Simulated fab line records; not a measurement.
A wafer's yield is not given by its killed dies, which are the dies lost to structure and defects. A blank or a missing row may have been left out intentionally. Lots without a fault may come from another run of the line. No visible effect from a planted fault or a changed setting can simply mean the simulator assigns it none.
Which tool did it?    flow sky130    13 lots with 39 wafers sampled at 5 steps, on a route of 708 steps

## WHAT THE GAUGES READ, wafer by wafer
SKY_SONOS_ONO_CD_MEAS_13: target cd 410 nm. Usual: 410.3 nm for cd_nm, sd 2.6.
lot   measured      on         cd_nm (nm)         flag
L724  day 13 10:18  cd_sem-02  413.1 413.9 412.4  
L725  day 13 18:32  cd_sem-01  403.3 404.8 405.2  
L726  day 13 21:36  cd_sem-02  414.3 414.2 415.7  
L727  day 14 08:51  cd_sem-01  410.7 408.7 410.0  
L728  day 14 19:18  cd_sem-02  413.3 411.9 413.9  
L735  day 17 01:11  cd_sem-02  408.9 408.9 409.7  
L736  day 17 14:18  cd_sem-02  411.3 412.6 412.4  
L737  day 18 01:32  cd_sem-02  413.9 412.6 412.4  
L738  day 18 10:25  cd_sem-02  406.5 405.6 405.4  
L741  day 19 11:25  cd_sem-02  410.9 410.2 409.6  
L742  day 20 03:35  cd_sem-02  409.9 408.9 411.7  
L743  day 20 20:01  cd_sem-02  407.8 407.0 406.0  
L745  day 20 19:41  cd_sem-02  410.7 410.2 409.2  

SKY_GATE_OXIDE_OVL_MEAS_10. Usual: GATE_OXIDE_OVL -0.7 nm, standard deviation 1.3.
lot   measured      on          GATE_OXIDE_OVL (nm)  flag
L724  day 14 14:50  overlay-02  -1.5 -1.6 0.5        
L725  day 15 00:17  overlay-01  0.7 -2.4 -1.7        
L726  day 15 03:34  overlay-01  0.4 -0.7 -0.8        
L727  day 15 14:27  overlay-02  0.8 0.2 -0.1         
L728  day 16 00:53  overlay-01  -1.5 0.9 -0.1        
L735  day 18 08:52  overlay-01  1.1 1.7 -0.3         
L736  day 18 21:49  overlay-01  -2.1 -2.2 -2.9       
L737  day 19 12:37  overlay-01  -3.3 -1.4 -0.8       
L738  day 19 23:13  overlay-02  -2.3 -1.4 -1.5       
L741  day 20 20:49  overlay-01  -1.7 -0.1 -0.2       
L742  day 21 12:21  overlay-01  -0.1 -0.8 -1.4       
L743  day 22 04:19  overlay-02  2.8 0.2 0.3          
L745  day 22 04:04  overlay-01  -0.6 -1.9 1.9        

SKY_LDD_HVN_TW_MEAS_10. Usual: LDD_HVN_TW 1435, standard deviation 17.
lot   measured      on             LDD_HVN_TW      flag
L724  day 21 03:10  film_metro-04  1417 1415 1418  
L725  day 21 19:28  film_metro-03  1447 1444 1443  
L726  day 21 18:49  film_metro-04  1410 1406 1413  
L727  day 22 13:28  film_metro-02  1392 1392 1391  
L728  day 22 20:13  film_metro-03  1391 1390 1392  
L735  day 25 03:37  film_metro-04  1412 1410 1410  
L736  day 25 15:49  film_metro-03  1456 1460 1464  
L737  day 26 04:20  film_metro-04  1418 1416 1427  
L738  day 26 13:58  film_metro-03  1452 1449 1445  
L741  day 27 13:47  film_metro-03  1449 1445 1451  
L742  day 28 02:22  film_metro-03  1448 1442 1440  
L743  day 28 14:50  film_metro-02  1439 1448 1442  
L745  day 28 14:31  film_metro-02  1443 1446 1448  

## WHAT TOOL EACH LOT RAN ON (gives the tool, then ch and the chambers of the sampled wafers, and finally the start)
lot   SKY_NWELL_STRIP_14                    SKY_LDD_HVN_IMPLANT_08
L724  plasma_asher-02 ch 0,1, day 5 01:34   implanter-03 ch 0, day 21 02:55
L725  plasma_asher-03 ch 0,1, day 5 04:58   implanter-01 ch 0, day 21 19:13
L726  plasma_asher-04 ch 0,1, day 5 11:38   implanter-03 ch 0, day 21 18:34
L727  plasma_asher-02 ch 0,1, day 5 18:35   implanter-03 ch 0, day 22 13:13
L728  plasma_asher-02 ch 0,1, day 6 01:44   implanter-03 ch 0, day 22 19:58
L735  plasma_asher-02 ch 0,1, day 7 15:46   implanter-01 ch 0, day 25 03:22
L736  plasma_asher-03 ch 0,1, day 8 00:14   implanter-03 ch 0, day 25 15:34
L737  plasma_asher-02 ch 0,1, day 8 07:13   implanter-01 ch 0, day 26 04:07
L738  plasma_asher-02 ch 0,1, day 8 13:05   implanter-04 ch 0, day 26 13:44
L741  plasma_asher-04 ch 0,1, day 9 08:17   implanter-03 ch 0, day 27 13:33
L742  plasma_asher-03 ch 0,1, day 9 13:32   implanter-04 ch 0, day 28 02:04
L743  plasma_asher-03 ch 0,1, day 9 18:11   implanter-04 ch 0, day 28 14:36
L745  plasma_asher-02 ch 0,1, day 10 03:19  implanter-03 ch 0, day 28 14:16
- SKY_NWELL_STRIP_14: strips in O2/N2.
- SKY_LDD_HVN_IMPLANT_08

## AS READ BY THE TOOLS THEMSELVES (means over the sampled wafers that have a number; for cases with no such wafer, the mark the record gives instead)
SKY_NWELL_STRIP_14. Usual: drypump_motor_current_A 5.6 A, standard deviation 0.59; n2_flow_sccm 300.0 sccm, standard deviation 0.93; oes_product_au 0.722 a.u., standard deviation 0.0048; strip_time_to_endpoint_s 36.95 s, standard deviation 0.11.
lot   tool             drypump_motor_current_A (A)  n2_flow_sccm (sccm)  oes_product_au (a.u.)  strip_time_to_endpoint_s (s)  flag
L724  plasma_asher-02  5.8                          300.5                0.721                  36.85                         
L725  plasma_asher-03  5.3                          298.8                0.723                  37.07                         
L726  plasma_asher-04  5.9                          300.4                0.721                  36.80                         
L727  plasma_asher-02  5.3                          300.8                0.722                  36.95                         
L728  plasma_asher-02  5.3                          300.4                0.723                  36.81                         
L735  plasma_asher-02  5.7                          300.1                0.722                  36.90                         
L736  plasma_asher-03  5.3                          299.4                0.724                  36.84                         
L737  plasma_asher-02  5.7                          299.3                0.720                  36.91                         
L738  plasma_asher-02  5.3                          300.3                0.723                  37.00                         
L741  plasma_asher-04  5.8                          299.9                0.725                  36.97                         
L742  plasma_asher-03  5.3                          300.8                0.719                  36.98                         
L743  plasma_asher-03  5.3                          299.8                0.721                  37.05                         
L745  plasma_asher-02  5.8                          299.9                0.721                  36.95                         

## THE ANSWER, worked out from the rows above alone
Rule: a lot is off if the mean of its wafers that have a number lies more than 3 standard deviations from the usual mean. A lot without any number at a reading at which 4 lots or more have one is off too. Where the step has rows for the other lots, those lots are counted as sound. After the gauges, taken in route order, come the tools' own readings; for these a lot's mean is taken, as printed above. The first step at which some lot is off is used, and at that step the reading that is off furthest; a lot without a number counts as furthest.
Across all readings shown, no lot is off: no conclusion can be drawn from this.

## WHAT THE SIMULATOR PUT IN
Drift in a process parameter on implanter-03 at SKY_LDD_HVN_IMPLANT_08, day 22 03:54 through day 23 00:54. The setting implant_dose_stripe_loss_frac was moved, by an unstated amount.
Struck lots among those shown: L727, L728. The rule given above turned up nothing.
